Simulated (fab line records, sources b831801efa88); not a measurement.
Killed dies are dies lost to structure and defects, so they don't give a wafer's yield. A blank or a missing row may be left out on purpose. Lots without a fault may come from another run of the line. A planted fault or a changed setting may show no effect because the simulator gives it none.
fab line records | flow sky130
record lots=15 wafers=45 last_day=50
route steps=708 shown METAL2@489 VIA2@521
lots that met no fault: from a run of the same line without faults
start_h: hours from the record's first day to the start of the lot's first wafer shown | wait_h: hours since the lot's step before | " the same as in the row above | L1.1+2: a row that stands for several wafers | - no value, or no start given | * or withheld: withheld | < > ~ a bound
route shown NAME@n: a module of which the file shows steps, and the number in the route of the first | usual: mean/standard deviation of fault-free wafers | same: alike in all rows | chamber/n: place in a boat | sites: the reading at each site | _std_site: their standard deviation | _edge_site: outer sites' mean less inner sites' | radius_mm: how far each site lies from the wafer's centre | mask NAME#n: copy n | behind: the tool/chamber that last shaped the wafer | hold: why the lot was held/for how many hours/how that ended | device: the transistor (n, p or np) that didn't switch | end of line: the same wafers' tests at the end of the route | a step without rows: its recipe alone | killed: dies lost to structure and defects at the first sort, not the wafer's yield | map: a wafer's dies, x killed, . not, _ none there
set.NAME: the setting as run; set.NAME@STEP: as run at that earlier step | model.NAME: the simulator's own value behind a step, which no gauge read
steps of the route over a sample of lots; a table a step, a row a wafer
services: from which hour (start_h, from the record's first day; less than 0 if before it) a tool's chamber was out of use, for how many hours, and why
## steps
# step SKY_METAL2_THK_MEAS_06
# recipe thk_meas_gauge=xrf reads=AlCu_of_METAL2_SPUTTER_02
# usual METAL2_ALCU_THK=254/3.3
# columns lot.wafer tool chamber start_h wait_h METAL2_ALCU_THK[nm]
L493.2 film_metro-02 - 796.87 0.1 257
L493.4 " - " " 258
L493.5 " - " " 258
L494.1 film_metro-02 - 803.08 0.1 257
L494.2 " - " " 259
L494.6 " - " " 251
L495.1 film_metro-04 - 810.85 0.1 255
L495.3 " - " " 250
L495.5 " - " " 250
L497.2 film_metro-03 - 828.13 0.1 258
L497.3 " - " " 251
L497.4 " - " " 255
L498.1 film_metro-04 - 840.93 0.1 249
L498.3 " - " " 251
L498.5 " - " " 253
L500.1 film_metro-02 - 859.28 0.1 257
L500.4 " - " " 248
L500.6 " - " " 254
L501.1 film_metro-03 - 868.57 0.1 252
L501.2 " - " " 255
L501.5 " - " " 253
L502.2 film_metro-03 - 882.30 0.1 258
L502.4 " - " " 259
L502.6 " - " " 257
L504.2 film_metro-04 - 888.33 0.1 249
L504.4 " - " " 246
L504.5 " - " " 247
L507.1 film_metro-04 - 897.97 0.1 251
L507.3 " - " " 252
L507.4 " - " " 249
L508.1 film_metro-02 - 913.19 0.1 255
L508.2 " - " " 252
L508.3 " - " " 251
L509.2 film_metro-03 - 920.06 0.1 256
L509.4 " - " " 258
L509.6 " - " " 256
L513.1 film_metro-02 - 936.72 0.1 254
L513.4 " - " " 259
L513.5 " - " " 257
L515.2 film_metro-03 - 952.55 0.1 259
L515.4 " - " " 249
L515.5 " - " " 249
L516.1 film_metro-02 - 960.74 0.1 256
L516.3 " - " " 255
L516.6 " - " " 249
# step SKY_METAL2_DESCUM_17
# recipe chemistry=O2 source_power_w=150 bias_power_w=0 pressure_mtorr=10 temp_c=40 time_s=8
# usual drypump_motor_current_A=6.1/0.41 oes_product_au=1.003/0.012
# columns lot.wafer tool chamber start_h wait_h drypump_motor_current_A oes_product_au rf_hours_counter_h
L493.2 rie_metal-04 0 823.32 0.0 5.4 1.006 10
L493.4 " 0 " " 5.4 1.010 -
L493.5 " 0 " " 5.4 1.005 -
L494.1 rie_metal-01 1 829.52 0.0 6.5 1.013 2
L494.2 " 0 " " 6.4 0.986 6
L494.6 " 1 " " 6.5 1.006 -
L495.1 rie_metal-01 0 837.44 0.0 6.4 0.992 6
L495.3 " 0 " " 6.4 0.996 -
L495.5 " 0 " " 6.4 0.988 -
L497.2 rie_metal-04 1 854.52 0.0 5.9 1.011 14
L497.3 " 1 " " 5.9 1.008 -
L497.4 " 0 " " 5.4 0.992 -
L498.1 rie_metal-01 1 867.47 0.0 6.5 1.034 4
L498.3 " 0 " " 6.4 1.001 -
L498.5 " 1 " " 6.5 1.013 -
L500.1 rie_metal-04 0 885.47 0.0 5.4 0.995 12
L500.4 " 0 " " 5.4 0.996 -
L500.6 " 1 " " 5.9 1.005 -
L501.1 rie_metal-04 1 894.17 0.0 5.9 1.000 16
L501.2 " 0 " " 5.3 0.993 13
L501.5 " 0 " " 5.3 1.005 -
L502.2 rie_metal-01 1 908.12 0.0 6.5 1.025 5
L502.4 " 0 " " 6.3 1.007 -
L502.6 " 1 " " 6.5 1.016 -
L504.2 rie_metal-03 1 913.88 0.0 6.3 1.003 4
L504.4 " 0 " " 5.8 0.994 -
L504.5 " 1 " " 6.3 1.003 -
L507.1 rie_metal-04 1 922.67 0.0 5.9 0.999 17
L507.3 " 1 " " 5.9 1.005 -
L507.4 " 0 " " 5.4 1.011 -
L508.1 rie_metal-03 1 938.67 0.0 6.3 1.003 5
L508.2 " 0 " " 5.8 0.997 5
L508.3 " 1 " " 6.3 1.000 -
L509.2 rie_metal-03 1 945.32 0.0 6.3 0.990 5
L509.4 " 1 " " 6.3 0.997 -
L509.6 " 1 " " 6.3 0.992 -
L513.1 rie_metal-01 1 962.32 0.0 6.5 1.024 8
L513.4 " 1 " " 6.5 1.026 -
L513.5 " 1 " " 6.5 1.023 -
L515.2 rie_metal-01 1 976.80 0.0 6.5 1.021 9
L515.4 " 1 " " 6.5 1.022 -
L515.5 " 1 " " 6.5 1.026 -
L516.1 rie_metal-01 0 984.02 0.0 6.4 1.003 13
L516.3 " 1 " " 6.5 1.022 -
L516.6 " 1 " " 6.5 1.025 -
# step SKY_METAL2_ETCH_18
# recipe chemistry=N2/H2 target=BARC ion_energy_ev=200 bias_w=100 pressure_mtorr=30 n2_flow_sccm=100 h2_flow_sccm=200 icp_w=500 stop_on=SiO2 time_s=45.9 target_depth_a=600
# usual drypump_motor_current_A=6.1/0.41 oes_product_au=0.853/0.0043 run_length_s=74.1/0.34 throttle_valve_pct=13.225/0.0084
# columns lot.wafer tool chamber start_h wait_h drypump_motor_current_A oes_product_au rf_hours_counter_h run_length_s throttle_valve_pct
L493.2 rie_metal-04 0 823.35 0.0 5.4 0.853 10 74.4 13.224
L493.4 " 0 " " 5.4 0.854 - 74.4 13.228
L493.5 " 0 " " 5.4 0.860 - 74.5 13.216
L494.1 rie_metal-01 1 829.55 0.0 6.5 0.858 2 73.6 13.219
L494.2 " 0 " " 6.3 0.848 6 74.5 13.206
L494.6 " 1 " " 6.5 0.860 - 73.7 13.225
L495.1 rie_metal-01 0 837.48 0.0 6.4 0.851 6 73.9 13.224
L495.3 " 0 " " 6.4 0.851 - 74.2 13.229
L495.5 " 0 " " 6.4 0.860 - 73.9 13.215
L497.2 rie_metal-04 1 854.55 0.0 6.0 0.856 14 74.0 13.224
L497.3 " 1 " " 6.0 0.856 - 74.4 13.222
L497.4 " 0 " " 5.5 0.842 - 74.4 13.237
L498.1 rie_metal-01 1 867.50 0.0 6.5 0.847 4 73.5 13.228
L498.3 " 0 " " 6.4 0.861 - 73.8 13.214
L498.5 " 1 " " 6.5 0.852 - 73.6 13.230
L500.1 rie_metal-04 0 885.50 0.0 5.4 0.860 12 74.2 13.234
L500.4 " 0 " " 5.4 0.855 - 74.7 13.235
L500.6 " 1 " " 5.9 0.854 - 74.3 13.218
L501.1 rie_metal-04 1 894.20 0.0 5.9 0.866 16 74.7 13.233
L501.2 " 0 " " 5.4 0.851 13 74.5 13.229
L501.5 " 0 " " 5.4 0.852 - 74.2 13.218
L502.2 rie_metal-01 1 908.15 0.0 6.5 0.851 5 73.9 13.231
L502.4 " 0 " " 6.4 0.854 - 74.0 13.227
L502.6 " 1 " " 6.5 0.856 - 74.0 13.235
L504.2 rie_metal-03 1 913.91 0.0 6.3 0.848 4 74.1 13.239
L504.4 " 0 " " 5.8 0.855 - 74.2 13.225
L504.5 " 1 " " 6.3 0.853 - 73.9 13.220
L507.1 rie_metal-04 1 922.70 0.0 6.0 0.852 17 74.2 13.228
L507.3 " 1 " " 5.9 0.843 - 74.1 13.232
L507.4 " 0 " " 5.4 0.847 - 74.4 13.207
L508.1 rie_metal-03 1 938.70 0.0 6.3 0.849 5 73.7 13.220
L508.2 " 0 " " 5.8 0.855 5 74.2 13.238
L508.3 " 1 " " 6.4 0.857 - 73.8 13.239
L509.2 rie_metal-03 1 945.35 0.0 6.3 0.858 5 74.1 13.230
L509.4 " 1 " " 6.3 0.854 - 74.2 13.207
L509.6 " 1 " " 6.3 0.856 - 73.8 13.229
L513.1 rie_metal-01 1 962.35 0.0 6.5 0.866 8 73.5 13.222
L513.4 " 1 " " 6.5 0.852 - 73.8 13.216
L513.5 " 1 " " 6.5 0.856 - 73.5 13.227
L515.2 rie_metal-01 1 976.83 0.0 6.5 0.860 9 73.5 13.222
L515.4 " 1 " " 6.5 0.854 - 74.0 13.220
L515.5 " 1 " " 6.5 0.846 - 74.0 13.215
L516.1 rie_metal-01 0 984.05 0.0 6.4 0.851 13 74.3 13.221
L516.3 " 1 " " 6.5 0.854 - 73.5 13.223
L516.6 " 1 " " 6.5 0.853 - 73.5 13.217
# step SKY_VIA2_ETCH_14
# recipe chemistry=N2/H2 target=BARC ion_energy_ev=200 source_w=500 bias_w=100 pressure_mtorr=30 n2_flow_sccm=100 h2_flow_sccm=200 stop_on=SiO2 time_s=45.9 target_depth_a=600
# usual drypump_motor_current_A=5.8/0.39 oes_product_au=0.854/0.0048 run_length_s=73.9/0.46 throttle_valve_pct=13.224/0.0091
# columns lot.wafer tool chamber start_h wait_h drypump_motor_current_A oes_product_au rf_hours_counter_h run_length_s throttle_valve_pct
L493.2 rie_diel-01 2 851.41 0.0 6.0 0.849 4 73.8 13.220
L493.4 " 1 " " 6.2 0.853 12 74.0 13.219
L493.5 " 0 " " 5.2 0.857 - 73.5 13.226
L494.1 rie_diel-03 3 857.52 0.0 5.9 0.853 2 73.7 13.209
L494.2 " 0 " " 5.6 0.851 14 74.3 13.218
L494.6 " 3 " " 5.9 0.850 - 73.3 13.209
L495.1 rie_diel-02 1 865.97 0.0 5.6 0.857 12 74.0 13.219
L495.3 " 3 " " 6.6 0.859 4 73.1 13.239
L495.5 " 1 " " 5.6 0.856 - 73.9 13.211
L497.2 rie_diel-01 2 881.96 0.0 6.1 0.865 5 73.9 13.208
L497.3 " 3 " " 6.1 0.856 20 74.6 13.212
L497.4 " 0 " " 5.2 0.858 27 73.5 13.231
L498.1 rie_diel-03 2 894.96 0.0 6.3 0.855 10 73.9 13.226
L498.3 " 3 " " 5.9 0.855 3 74.1 13.219
L498.5 " 0 " " 5.6 0.855 - 74.2 13.231
L500.1 rie_diel-01 3 912.38 0.0 6.1 0.866 21 74.4 13.239
L500.4 " 1 " " 6.2 0.853 14 74.0 13.227
L500.6 " 0 " " 5.2 0.856 - 73.5 13.215
L501.1 rie_diel-02 0 920.87 0.0 5.8 0.849 20 74.3 13.217
L501.2 " 1 " " 5.6 0.858 14 74.0 13.211
L501.5 " 1 " " 5.6 0.853 - 74.1 13.211
L502.2 rie_diel-02 0 933.82 0.0 5.7 0.854 20 74.2 13.221
L502.4 " 3 " " 6.6 0.855 6 73.5 13.234
L502.6 " 3 " " 6.6 0.846 - 73.4 13.214
L504.2 rie_diel-02 3 943.02 0.0 6.6 0.858 6 73.4 13.225
L504.4 " 0 " " 5.7 0.845 20 74.0 13.221
L504.5 " 0 " " 5.7 0.847 - 74.6 13.218
L507.1 rie_diel-02 1 948.97 0.0 5.6 1.003 15 50.9 13.233
L507.3 " 2 " " 5.5 1.001 13 50.4 13.245
L507.4 " 2 " " 5.5 0.992 - 50.7 13.236
L508.1 rie_diel-02 2 964.87 0.0 5.5 1.002 13 51.1 13.240
L508.2 " 1 " " 5.6 1.000 15 51.6 13.231
L508.3 " 3 " " 6.6 1.002 7 50.6 13.248
L509.2 rie_diel-02 3 970.82 0.0 6.6 0.997 7 50.7 13.232
L509.4 " 2 " " 5.5 1.008 14 50.7 13.244
L509.6 " 1 " " 5.6 0.996 - 51.1 13.253
L513.1 rie_diel-03 3 987.07 0.0 6.0 0.851 6 73.4 13.213
L513.4 " 2 " " 6.3 0.864 12 74.1 13.219
L513.5 " 0 " " 5.6 0.850 - 74.7 13.231
L515.2 rie_diel-03 0 1002.66 0.0 5.6 0.860 17 74.4 13.241
L515.4 " 3 " " 5.9 0.851 7 73.4 13.208
L515.5 " 0 " " 5.6 0.864 - 74.6 13.222
L516.1 rie_diel-01 1 1008.42 0.0 6.2 0.852 18 74.7 13.211
L516.3 " 2 " " 6.1 0.855 9 73.9 13.232
L516.6 " 2 " " 6.1 0.857 - 74.2 13.229
# step SKY_VIA2_ETCH_15
# recipe target=SiO2 chemistry=C4F8/O2/Ar target_depth_nm=546 stop_on=TiN mask_material=KrF-thick source_w=1500 bias_w=1200 pressure_mtorr=40 c4f8_flow_sccm=withheld O2_flow_sccm=6 Ar_flow_sccm=300 time_s=84
# usual oes_product_au=0.940/0.0048 run_length_s=112.1/0.45
# columns lot.wafer tool chamber start_h wait_h oes_product_au rf_hours_counter_h run_length_s
L493.2 rie_diel-01 2 851.45 0.0 0.940 4 112.5
L493.4 " 1 " " 0.938 12 112.3
L493.5 " 0 " " 0.936 - 111.8
L494.1 rie_diel-03 3 857.56 0.0 0.935 2 111.7
L494.2 " 0 " " 0.937 14 112.7
L494.6 " 3 " " 0.940 - 111.5
L495.1 rie_diel-02 1 866.01 0.0 0.932 12 112.2
L495.3 " 3 " " 0.940 4 111.8
L495.5 " 1 " " 0.937 - 112.2
L497.2 rie_diel-01 2 882.00 0.0 0.939 5 112.1
L497.3 " 3 " " 0.945 20 112.8
L497.4 " 0 " " 0.938 27 112.1
L498.1 rie_diel-03 2 895.00 0.0 0.939 10 112.3
L498.3 " 3 " " 0.942 3 111.5
L498.5 " 0 " " 0.939 - 112.4
L500.1 rie_diel-01 3 912.42 0.0 0.946 21 113.0
L500.4 " 1 " " 0.936 14 112.4
L500.6 " 0 " " 0.937 - 111.7
L501.1 rie_diel-02 0 920.91 0.0 0.951 20 112.3
L501.2 " 1 " " 0.946 14 112.3
L501.5 " 1 " " 0.943 - 112.1
L502.2 rie_diel-02 0 933.86 0.0 0.943 20 112.2
L502.4 " 3 " " 0.938 6 111.3
L502.6 " 3 " " 0.937 - 111.6
L504.2 rie_diel-02 3 943.06 0.0 0.942 6 111.4
L504.4 " 0 " " 0.932 20 112.4
L504.5 " 0 " " 0.939 - 112.3
L507.1 rie_diel-02 1 949.01 0.0 0.372 15 112.1
L507.3 " 2 " " 0.378 13 111.4
L507.4 " 2 " " 0.381 - 111.4
L508.1 rie_diel-02 2 964.91 0.0 0.364 13 111.8
L508.2 " 1 " " 0.375 15 112.0
L508.3 " 3 " " 0.370 7 111.5
L509.2 rie_diel-02 3 970.86 0.0 0.380 7 111.2
L509.4 " 2 " " 0.369 14 111.8
L509.6 " 1 " " 0.371 - 112.7
L513.1 rie_diel-03 3 987.11 0.0 0.940 6 111.5
L513.4 " 2 " " 0.949 12 112.6
L513.5 " 0 " " 0.947 - 112.7
L515.2 rie_diel-03 0 1002.70 0.0 0.944 17 112.7
L515.4 " 3 " " 0.936 7 112.4
L515.5 " 0 " " 0.932 - 112.5
L516.1 rie_diel-01 1 1008.46 0.0 0.946 18 112.1
L516.3 " 2 " " 0.935 9 112.4
L516.6 " 2 " " 0.928 - 112.2
# step SKY_VIA2_STRIP_16
# recipe chemistry=O2/N2 power_w=1400 pressure_mtorr=1500 platen_temp_c=withheld o2_flow_sccm=3000 n2_flow_sccm=300 overash_fraction=0.5
# usual drypump_motor_current_A=5.75/0.27 oes_product_au=0.399/0.0048 strip_time_to_endpoint_s=4.05/0.039
# columns lot.wafer tool chamber start_h wait_h drypump_motor_current_A oes_product_au rf_hours_counter_h strip_time_to_endpoint_s
L493.2 plasma_asher-02 0 851.52 0.0 5.73 0.393 39 4.06
L493.4 " 0 " " 5.72 0.399 - 4.03
L493.5 " 0 " " 5.72 0.402 - 4.02
L494.1 plasma_asher-03 1 857.62 0.0 5.55 0.404 105 4.11
L494.2 " 0 " " 5.47 0.395 105 4.11
L494.6 " 1 " " 5.54 0.405 - 4.12
L495.1 plasma_asher-02 0 866.07 0.0 5.73 0.391 41 4.11
L495.3 " 1 " " 6.25 0.397 - 4.06
L495.5 " 0 " " 5.74 0.400 - 4.12
L497.2 plasma_asher-03 1 882.07 0.0 5.53 0.400 108 4.05
L497.3 " 0 " " 5.49 0.392 - 4.05
L497.4 " 1 " " 5.54 0.392 - 4.00
L498.1 plasma_asher-03 0 895.07 0.0 5.48 0.403 109 4.04
L498.3 " 0 " " 5.48 0.403 - 4.12
L498.5 " 1 " " 5.55 0.405 - 4.12
L500.1 plasma_asher-03 1 912.49 0.0 5.56 0.396 111 4.03
L500.4 " 1 " " 5.55 0.392 - 4.03
L500.6 " 0 " " 5.49 0.398 - 4.02
L501.1 plasma_asher-02 0 920.97 0.0 5.70 0.395 47 4.03
L501.2 " 1 " " 6.26 0.399 47 4.04
L501.5 " 1 " " 6.26 0.404 - 4.05
L502.2 plasma_asher-02 1 933.92 0.0 6.27 0.404 49 4.04
L502.4 " 1 " " 6.25 0.397 - 4.02
L502.6 " 0 " " 5.73 0.406 - 4.02
L504.2 plasma_asher-02 1 943.12 0.0 6.26 0.398 49 3.99
L504.4 " 1 " " 6.25 0.403 - 4.03
L504.5 " 0 " " 5.73 0.398 - 4.04
L507.1 plasma_asher-01 1 949.07 0.0 5.67 0.405 19 4.25
L507.3 " 1 " " 5.69 0.400 - 4.27
L507.4 " 0 " " 5.93 0.403 - 4.24
L508.1 plasma_asher-02 0 964.97 0.0 5.73 0.410 51 4.28
L508.2 " 1 " " 6.26 0.415 51 4.25
L508.3 " 1 " " 6.26 0.405 - 4.24
L509.2 plasma_asher-03 0 970.92 0.0 5.49 0.399 117 4.26
L509.4 " 0 " " 5.48 0.404 - 4.27
L509.6 " 0 " " 5.49 0.406 - 4.29
L513.1 plasma_asher-01 1 987.17 0.0 5.66 0.394 23 4.09
L513.4 " 0 " " 5.92 0.405 - 4.03
L513.5 " 1 " " 5.69 0.396 - 4.10
L515.2 plasma_asher-03 1 1002.77 0.0 5.52 0.402 121 4.11
L515.4 " 1 " " 5.54 0.395 - 4.12
L515.5 " 0 " " 5.51 0.397 - 4.10
L516.1 plasma_asher-01 0 1008.52 0.0 5.91 0.394 25 3.97
L516.3 " 1 " " 5.68 0.401 - 4.03
L516.6 " 0 " " 5.94 0.396 - 4.00
## services
# columns tool chamber start_h hours kind
plasma_asher-01 - 802.16 12.6 repair
rie_metal-01 - 806.79 14.6 pm
rie_diel-03 3 808.40 26.5 repair
rie_metal-01 - 840.98 0.2 repair
rie_diel-03 2 856.12 7.4 repair
rie_metal-03 1 859.13 12.2 repair
rie_metal-01 0 868.45 6.0 repair
rie_diel-02 - 876.56 2.8 pm
rie_diel-02 - 881.02 0.5 repair
rie_diel-03 1 883.77 5.0 repair
rie_metal-03 - 890.32 0.9 repair
plasma_asher-01 - 893.59 2.8 pm
plasma_asher-01 - 900.58 6.9 repair
rie_diel-01 1 903.49 4.0 repair
rie_diel-01 3 913.95 4.1 repair
rie_diel-03 1 919.90 9.4 repair
rie_diel-01 0 923.08 - clean
rie_metal-01 - 935.23 0.3 repair
rie_diel-03 - 935.86 2.8 pm
rie_diel-02 0 944.45 8.4 repair
rie_diel-03 0 957.57 21.5 repair
rie_diel-01 3 961.25 21.6 repair
rie_metal-01 - 966.71 1.4 pm
rie_diel-03 2 994.68 5.5 repair
## key
first_sign step=SKY_VIA2_ETCH_14 reading=run_length_s direction=down sigmas=50 usual=* struck=*
effect step=SKY_VIA2_ETCH_14 reading=oes_product_au direction=up sigmas=30 usual=0.854 struck=1.000
effect step=SKY_VIA2_ETCH_15 reading=oes_product_au direction=down sigmas=99+ usual=0.940 struck=0.373
effect step=SKY_VIA2_STRIP_16 reading=strip_time_to_endpoint_s direction=up sigmas=5.3 usual=* struck=*
met_at SKY_VIA2_ETCH_14
struck_lots L507,L508,L509
rows_end L507.1,L507.3,L507.4,L508.1,L508.2,L508.3
later_rows_left_out L509.2,L509.4,L509.6
sort_left_out L509.2,L509.4,L509.6
not_acting_at SKY_METAL2_THK_MEAS_06,SKY_METAL2_DESCUM_17,SKY_METAL2_ETCH_18
onset_between 943.02 948.97
fault kind=process_parameter_drift tool=rie_diel-02 chamber=- onset_h=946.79 steps=SKY_VIA2_ETCH_14 channel=time_s offset=* shape=step acts_in=* stated=*
# sort_left_out: the simulated sort isn't trusted on such a fault, so these wafers' sort isn't shown, and their yield isn't known
# later_rows_left_out: the simulator's readings of these wafers behind a module that went badly wrong aren't trusted and aren't shown, but for the sort
# rows_end: these wafers met a further fault down the route, and their rows from its step on are left out
